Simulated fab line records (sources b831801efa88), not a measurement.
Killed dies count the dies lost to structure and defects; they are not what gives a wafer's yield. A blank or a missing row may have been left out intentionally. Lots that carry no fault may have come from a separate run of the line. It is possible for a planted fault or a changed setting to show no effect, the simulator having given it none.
Chamber matching || flow sky130 || cmp-02 running SKY_VIA4_CMP_02: 4 sister chambers
The step polishes SiO2. 8 wafers are shown with their chamber, then 6 later ones without.

== EACH WAFER AND ITS CHAMBER ==
{"wafer": "L206.3", "chamber": 0, "headPressurePsi (psi)": 4.003, "motorCurrentA (A)": 11.1}
{"wafer": "L206.6", "chamber": 1, "headPressurePsi (psi)": 4.002, "motorCurrentA (A)": 11.6}
{"wafer": "L207.6", "chamber": 2, "headPressurePsi (psi)": 4.004, "motorCurrentA (A)": 12.0}
{"wafer": "L208.2", "chamber": 3, "headPressurePsi (psi)": 3.998, "motorCurrentA (A)": 11.2}
{"wafer": "L208.3", "chamber": 0, "headPressurePsi (psi)": 4.011, "motorCurrentA (A)": 11.4}
{"wafer": "L208.4", "chamber": 1, "headPressurePsi (psi)": 4.003, "motorCurrentA (A)": 11.7}
{"wafer": "L209.2", "chamber": 2, "headPressurePsi (psi)": 3.997, "motorCurrentA (A)": 11.8}
{"wafer": "L209.3", "chamber": 3, "headPressurePsi (psi)": 3.991, "motorCurrentA (A)": 12.3}

== WAFERS WHOSE CHAMBER IS MISSING ==
{"wafer": "L209.5", "headPressurePsi (psi)": 4.000, "motorCurrentA (A)": 11.0}
{"wafer": "L216.4", "headPressurePsi (psi)": 3.997, "motorCurrentA (A)": 11.2}
{"wafer": "L216.5", "headPressurePsi (psi)": 3.994, "motorCurrentA (A)": 12.4}
{"wafer": "L225.2", "headPressurePsi (psi)": 3.992, "motorCurrentA (A)": 11.7}
{"wafer": "L225.4", "headPressurePsi (psi)": 3.997, "motorCurrentA (A)": 11.9}
{"wafer": "L225.5", "headPressurePsi (psi)": 3.994, "motorCurrentA (A)": 12.4}

== WHICH CHAMBER EACH ONE RAN IN ==
{"wafer": "L209.5", "from the rows above": "can't be placed: 0 or 1 or 2 or 3", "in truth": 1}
{"wafer": "L216.4", "from the rows above": "can't be placed: 3 or 1 or 2 or 0", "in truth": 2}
{"wafer": "L216.5", "from the rows above": "can't be placed: 3 or 2 or 1", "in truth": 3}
{"wafer": "L225.2", "from the rows above": "can't be placed: 3 or 2 or 1", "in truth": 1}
{"wafer": "L225.4", "from the rows above": "can't be placed: 3 or 2 or 1", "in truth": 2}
{"wafer": "L225.5", "from the rows above": "can't be placed: 3 or 2 or 1", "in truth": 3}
0 of 6 placed correctly. Not placeable from these rows: 6 (in 6, the candidates include the true chamber). 0 placed wrongly.
How it was worked out, from the rows above alone: a wafer's distance from a chamber is the root of the sum, over the readings, of the square of ((its reading less the chamber's mean) divided by the reading's scatter). The wafer belongs to the nearest chamber; if the next one is less than 2 further off, it can't be placed. Each chamber's mean is taken over the wafers shown for it. The scatter: take each reading less its chamber's mean, square it, sum over the shown wafers, divide by the number of wafers less the number of chambers, and take the root.
